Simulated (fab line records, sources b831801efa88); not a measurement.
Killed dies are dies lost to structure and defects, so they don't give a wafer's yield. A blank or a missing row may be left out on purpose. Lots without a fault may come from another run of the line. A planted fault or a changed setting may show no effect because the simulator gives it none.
Tool commonality check | flow sky130 | 12 lots, 36 wafers sampled

WHY IT WAS OPENED
At SKY_VT_ADJUST_PCH_TW_MEAS_10 the reading VT_ADJUST_PCH_TW is flagged on 3 of 12 lots. Wafers without a fault read 143.0, standard deviation 0.65.
Rule: a lot is flagged when every wafer of it that has a number lies more than 4 standard deviations from that mean, or none has a number. The other lots count as sound.

lot  | measured     | on            | VT_ADJUST_PCH_TW, wafer by wafer | flag
L668 | day 10 08:43 | film_metro-01 | 142.9 143.6 142.9                |
L671 | day 11 09:28 | film_metro-03 | 142.9 143.0 143.4                |
L672 | day 11 15:57 | film_metro-02 | 143.8 143.5 144.5                |
L678 | day 13 10:28 | film_metro-03 | 153.5 154.0 153.4                | FLAGGED
L681 | day 14 14:22 | film_metro-02 | 153.8 153.7 153.8                | FLAGGED
L682 | day 14 16:53 | film_metro-02 | 154.3 154.5 154.9                | FLAGGED
L686 | day 15 22:53 | film_metro-02 | 143.6 142.3 143.4                |
L687 | day 16 09:54 | film_metro-03 | 144.0 144.1 143.8                |
L688 | day 16 20:59 | film_metro-01 | 142.9 142.3 141.9                |
L689 | day 17 03:03 | film_metro-03 | 141.9 142.5 142.1                |
L690 | day 17 07:41 | film_metro-02 | 143.4 143.4 143.2                |
L691 | day 17 16:13 | film_metro-01 | 143.0 141.8 142.6                |
The numbers of the flagged lots are 154.0 on average: +11.0 against the usual, or +17 standard deviations.

WHICH TOOL RAN EACH LOT
The record holds 2 process steps before the reading, out of a route of 708 steps. In each cell: the tool, then ch and the chambers that the sampled wafers went through, then the start.
lot  | flag    | SKY_VT_ADJUST_LVTN_STRIP_20          | SKY_VT_ADJUST_PCH_IMPLANT_08
L668 |         | plasma_asher-04 ch 0, day 7 17:45    | implanter-02 ch 0, day 10 08:25
L671 |         | plasma_asher-04 ch 0,1, day 8 14:52  | implanter-03 ch 0, day 11 09:16
L672 |         | plasma_asher-02 ch 0,1, day 8 21:29  | implanter-03 ch 0, day 11 15:42
L678 | FLAGGED | plasma_asher-04 ch 0,1, day 10 10:29 | implanter-02 ch 0, day 13 10:16
L681 | FLAGGED | plasma_asher-02 ch 0,1, day 11 10:23 | implanter-02 ch 0, day 14 14:09
L682 | FLAGGED | plasma_asher-02 ch 0,1, day 11 12:01 | implanter-02 ch 0, day 14 16:38
L686 |         | plasma_asher-04 ch 0,1, day 12 14:59 | implanter-03 ch 0, day 15 22:38
L687 |         | plasma_asher-04 ch 0,1, day 13 00:45 | implanter-03 ch 0, day 16 09:39
L688 |         | plasma_asher-03 ch 0,1, day 13 10:38 | implanter-02 ch 0, day 16 20:46
L689 |         | plasma_asher-03 ch 0,1, day 13 16:26 | implanter-02 ch 0, day 17 02:50
L690 |         | plasma_asher-03 ch 0, day 13 21:11   | implanter-02 ch 0, day 17 07:27
L691 |         | plasma_asher-03 ch 0,1, day 14 03:37 | implanter-02 ch 0, day 17 15:58
What these steps do:
- SKY_VT_ADJUST_LVTN_STRIP_20: strips in O2/N2.
- SKY_VT_ADJUST_PCH_IMPLANT_08
- SKY_VT_ADJUST_PCH_TW_MEAS_10

FLAGGED OVER TOTAL, TOOL BY TOOL (the gauges that took the reading come last)
step                         | tool            | lots run | flagged | share of the flagged lots | sound lots run after its first flagged lot
SKY_VT_ADJUST_LVTN_STRIP_20  | plasma_asher-02 | 3        | 2       | some                      | 0
SKY_VT_ADJUST_LVTN_STRIP_20  | plasma_asher-03 | 4        | 0       | none                      | -
SKY_VT_ADJUST_LVTN_STRIP_20  | plasma_asher-04 | 5        | 1       | some                      | 2 (L686,L687)
SKY_VT_ADJUST_PCH_IMPLANT_08 | implanter-02    | 8        | 3       | all                       | 4 (L688,L689,L690,L691)
SKY_VT_ADJUST_PCH_IMPLANT_08 | implanter-03    | 4        | 0       | none                      | -
SKY_VT_ADJUST_PCH_TW_MEAS_10 | film_metro-01   | 3        | 0       | none                      | -
SKY_VT_ADJUST_PCH_TW_MEAS_10 | film_metro-02   | 5        | 2       | some                      | 2 (L686,L690)
SKY_VT_ADJUST_PCH_TW_MEAS_10 | film_metro-03   | 4        | 1       | some                      | 2 (L687,L689)

WHAT THE TABLE ALLOWS
1 row of the table ran every flagged lot: implanter-02 at SKY_VT_ADJUST_PCH_IMPLANT_08.
- implanter-02 at SKY_VT_ADJUST_PCH_IMPLANT_08: 3 of its 8 lots flagged. Sound lots ran on it after the first flagged one (L688, L689, L690, L691), which a lasting fault on the whole tool wouldn't allow. Its own readings lie more than 4 standard deviations out on every wafer of the flagged lots: dose_ions_cm2, faraday_current_uA.
No row of the table ran every flagged lot and no sound lot after the first.

WHAT THE SIMULATOR HAD PUT IN
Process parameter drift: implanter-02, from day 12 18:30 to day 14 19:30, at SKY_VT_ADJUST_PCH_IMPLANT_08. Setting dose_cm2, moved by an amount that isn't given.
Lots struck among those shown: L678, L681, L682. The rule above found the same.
